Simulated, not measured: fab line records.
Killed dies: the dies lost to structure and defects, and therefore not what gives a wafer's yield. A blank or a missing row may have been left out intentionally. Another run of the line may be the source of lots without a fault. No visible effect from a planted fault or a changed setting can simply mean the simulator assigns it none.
Which tool did it? | flow sky130 | 39 wafers from 13 lots sampled at 2 of the route's 708 steps

## WHAT THE GAUGES SHOWED, per wafer
SKY_RES_PROTECT_TW_MEAS_08.
lot  | measured     | on            | POLY_GATE_TW
L196 | day 15 17:14 | film metro-04 | 4081 4066 4104
L197 | day 15 21:46 | film metro-03 | 4009 4002 3998
L199 | day 16 08:10 | film metro-02 | 4060 4086 4089
L198 | day 16 08:31 | film metro-04 | 4083 4065 4071
L200 | day 16 21:07 | film metro-04 | 4061 4063 4075
L206 | day 18 21:56 | film metro-02 | 4053 4041 4066
L207 | day 19 11:39 | film metro-03 | 4026 4016 4034
L209 | day 21 02:35 | film metro-02 | 4078 4106 4099
L211 | day 21 04:26 | film metro-04 | 4089 4127 4098
L212 | day 21 11:03 | film metro-02 | 4102 4101 4122
L214 | day 21 17:20 | film metro-03 | 4036 4014 4008
L215 | day 22 01:58 | film metro-03 | 3980 3981 3976
L217 | day 22 20:32 | film metro-04 | 4082 4094 4074

SKY_LDD_N_OVL_MEAS_07.
lot  | measured     | on         | LDD_N_OVL (nm)
L196 | day 18 03:25 | overlay-01 | -0.5 -1.5 -2.7
L197 | day 19 17:02 | overlay-01 | -2.3 -2.3 -2.0
L199 | day 19 17:38 | overlay-02 | -0.5 -1.8 -1.2
L198 | day 19 17:21 | overlay-01 | -1.0 -1.1 -0.3
L200 | day 19 17:49 | overlay-02 | -0.5 0.7 0.2
L206 | day 21 14:58 | overlay-01 | 0.4 0.7 -0.6
L207 | day 22 05:37 | overlay-01 | -0.4 0.5 -1.5
L209 | day 23 19:50 | overlay-02 | -0.2 -0.3 -0.7
L211 | day 23 21:58 | overlay-01 | -0.8 -1.0 0.1
L212 | day 24 03:25 | overlay-01 | 1.9 2.1 1.6
L214 | day 24 09:36 | overlay-01 | -1.7 -1.9 -2.0
L215 | day 24 18:43 | overlay-01 | 1.4 -0.6 -0.3
L217 | day 25 11:47 | overlay-01 | -0.9 -0.1 0.5

## WHICH TOOL RAN EACH LOT (tool, then ch and the chambers of the sampled wafers, then the start)
The record holds no process step before these readings.

## WHAT THE TOOLS THEMSELVES READ (means of the sampled wafers that have a number; where no wafer has one, the mark that the record gives instead)
The record holds no such reading with a usual standard deviation.

## THE ANSWER, worked out from the rows above alone
Rule: what is usual is taken from the lots themselves. Put in order of their means at a reading, lots are off if they are a third of the lots or fewer, leave a main group of 4 or more, and stand apart from it by a gap of 3 or more times the standard deviation of the main group's means; of several such gaps the widest counts. A main group is skipped when, at the precision printed for the reading in the tables above, its means are all equal. A lot without any number at a reading at which 4 lots or more have one is off too. Any other lot the step has rows for is counted as sound. First the gauges in route order, then the tools' own readings, where a lot's mean is used as printed above. At the first step where some lot is off, the reading lying furthest off is the one used; lots without a number count as furthest.
None of the lots is off at any reading shown; this tells nothing.

## WHAT THE SIMULATOR PUT IN
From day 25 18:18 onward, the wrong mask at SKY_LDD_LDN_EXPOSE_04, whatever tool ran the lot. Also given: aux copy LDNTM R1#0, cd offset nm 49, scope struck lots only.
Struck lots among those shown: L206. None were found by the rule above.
